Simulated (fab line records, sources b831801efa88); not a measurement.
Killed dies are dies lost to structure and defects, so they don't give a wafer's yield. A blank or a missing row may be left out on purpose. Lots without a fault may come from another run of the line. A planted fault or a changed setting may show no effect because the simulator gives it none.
One fault seen from 2 desks | flow gf180mcu | each desk has only its own numbers; what lay behind them comes last

THE METROLOGY DESK
What the gauges read, lot by lot, whatever tool the lot ran on: means of the sampled wafers that have a number. A lot is out of limits, marked OUT, if its mean lies more than 4 standard deviations from the usual mean; the brackets give that distance.
Columns: A = M1_ALCU_RS at GF_M1_RS_MEAS_05, usual 0.0696 ohm/sq; B = M1_ALCU_THK at GF_M1_THK_MEAS_06, usual 455 nm; C = V1_W_RS at GF_V1_RS_MEAS_24, usual 0.330 ohm/sq; D = V1_W_THK at GF_V1_THK_MEAS_25, usual 345 nm; E = cd_nm at GF_M2_CD_MEAS_14, usual 280.2 nm
lot  | first seen here | A      | B   | C               | D              | E
L151 | day 16 05:19    | 0.0699 | 451 | 0.331           | 350            | 279.9
L152 | day 16 12:49    | 0.0703 | 450 | 0.331           | 340            | 282.6
L153 | day 16 22:17    | 0.0695 | 456 | 0.331           | 342            | 282.7
L158 | day 18 19:10    | 0.0698 | 453 | 0.328           | 344            | 279.5
L159 | day 19 02:04    | 0.0698 | 454 | 0.329           | 338            | 279.1
L160 | day 19 11:37    | 0.0694 | 455 | 0.294 (-12) OUT | 413 (+10) OUT  | 281.4
L164 | day 20 21:10    | 0.0690 | 461 | 0.294 (-12) OUT | 395 (+7.6) OUT | 279.1
L169 | day 23 00:22    | 0.0686 | 461 | 0.328           | 340            | 279.1
L171 | day 23 17:12    | 0.0704 | 450 | 0.328           | 341            | 279.7
L172 | day 24 02:07    | 0.0699 | 456 | 0.334           | 340            | 281.4
L173 | day 24 03:33    | 0.0688 | 461 | 0.331           | 350            | 277.9
This desk's finding: out of limits on L160, L164; first on L160, day 21 13:13 (V1_W_RS at GF_V1_RS_MEAS_24). In limits: L151, L152, L153, L158, L159, L169, L171, L172, L173.

THE TOOL OWNER'S DESK: cvd_w-01
The tool's own readings at GF_V1_CVD_23 (deposits W, target thk 350 nm, time 105.05 s): means of the sampled wafers that have a number, for each lot that ran on this tool. A lot is out of limits, marked OUT, if its mean lies more than 4 standard deviations from the usual mean; the brackets give that distance.
Columns: A = heater_power_w at GF_V1_CVD_23, usual 794 W
lot  | first seen here | A
L151 | day 18 04:06    | 834
L152 | day 18 12:11    | 797
L153 | day 18 22:26    | 826
L158 | day 20 21:41    | 832
L159 | day 21 05:06    | 823
L160 | day 21 13:07    | 798
L164 | day 22 23:35    | 793
L171 | day 25 15:06    | 845
L172 | day 25 22:43    | 839
L173 | day 26 01:34    | 804
This desk's finding: nothing out of limits on any of the 10 lots.

PUT TOGETHER
The metrology desk could have raised an alarm at day 21 13:13, on L160, L164.
The tool owner's desk saw nothing out of limits.
The tool owner's desk has L160, L164 on record, within its limits.
Of the lots named, all ran GF_V1_CVD_23 on cvd_w-01.

WHAT THE SIMULATOR HAD PUT IN
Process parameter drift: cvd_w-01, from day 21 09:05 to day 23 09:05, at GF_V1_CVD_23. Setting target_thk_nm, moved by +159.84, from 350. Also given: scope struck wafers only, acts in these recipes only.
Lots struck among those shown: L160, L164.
Hours from the fault's start to each desk's first reading out of limits: the metrology desk, 4.
